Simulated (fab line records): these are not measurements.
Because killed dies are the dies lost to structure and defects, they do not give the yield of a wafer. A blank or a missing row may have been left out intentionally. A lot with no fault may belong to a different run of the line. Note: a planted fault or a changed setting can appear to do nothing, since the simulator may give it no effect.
Which tool did it?    flow sky130    6 lots, 18 wafers sampled, at 4 steps of a route of 708

WHAT THE GAUGES SHOWED, per wafer
SKY_LI_CONTACT_THK_MEAS_01.
lot   measured      on             LI_CONTACT_HDPCVD_THK (nm)
L233  day 27 23:33  film-metro-01  914 943 953
L236  day 29 04:01  film-metro-03  940 936 1058
L248  day 33 03:16  film-metro-03  945 919 938
L249  day 33 15:16  film-metro-03  913 928 905
L252  day 34 03:43  film-metro-03  927 909 941
L254  day 34 23:45  film-metro-03  925 932 926

WHAT TOOL EACH LOT RAN ON (gives the tool, then ch and the chambers of the sampled wafers, and finally the start)
lot   SKY_GATE_OXIDE_STRIP_13               SKY_LDD_P_STRIP_10                    SKY_LI_CONTACT_HDPCVD_00
L233  plasma-asher-03 ch 1, day 13 20:22    plasma-asher-02 ch 0,1, day 19 01:23  hdpcvd-01 ch 0,1, day 27 23:26
L236  plasma-asher-03 ch 0,1, day 15 00:46  plasma-asher-03 ch 0,1, day 20 11:02  hdpcvd-01 ch 0,1,2, day 29 03:55
L248  plasma-asher-03 ch 0,1, day 19 08:41  plasma-asher-01 ch 0,1, day 24 20:34  hdpcvd-01 ch 0,1,2, day 33 03:09
L249  plasma-asher-01 ch 0,1, day 19 20:52  plasma-asher-03 ch 0,1, day 25 08:49  hdpcvd-02 ch 0,2, day 33 15:09
L252  plasma-asher-03 ch 0,1, day 20 13:25  plasma-asher-02 ch 0,1, day 25 21:58  hdpcvd-02 ch 0,1, day 34 03:36
L254  plasma-asher-03 ch 0,1, day 21 12:22  plasma-asher-02 ch 0,1, day 26 19:20  hdpcvd-02 ch 1,2, day 34 23:39
- SKY_GATE_OXIDE_STRIP_13: strips in O2/N2.
- SKY_LDD_P_STRIP_10: strips in O2/N2.
- SKY_LI_CONTACT_HDPCVD_00: deposits PSG, target thk 930 nm, time 155 s.

THE ANSWER, worked out from the rows above alone
Rule: usual is defined by the lots themselves. The widest of any qualifying gaps counts: lots, ordered by their means at a reading, are off when they make up no more than a third of the lots, leave a main group of 4 or more, and stand apart from it by 3 or more times the standard deviation of that group's means. Not used: any main group whose means are identical at the precision the tables above print for the reading. Also off: a lot with no number at a reading for which 4 or more lots have one. Any other lot the step has rows for is counted as sound.
Off: L236, seen at SKY_LI_CONTACT_THK_MEAS_01 (LI_CONTACT_HDPCVD_THK). Main group: mean 928 nm, sd 7.4.
If a tool, at a process step before that reading, ran all the lots that are off and no sound lot after the first of them, it fits. Those tools and the gauges at SKY_LI_CONTACT_THK_MEAS_01 are tried in the same way. Of those tried, none fits.

WHAT THE SIMULATOR HAD INSERTED
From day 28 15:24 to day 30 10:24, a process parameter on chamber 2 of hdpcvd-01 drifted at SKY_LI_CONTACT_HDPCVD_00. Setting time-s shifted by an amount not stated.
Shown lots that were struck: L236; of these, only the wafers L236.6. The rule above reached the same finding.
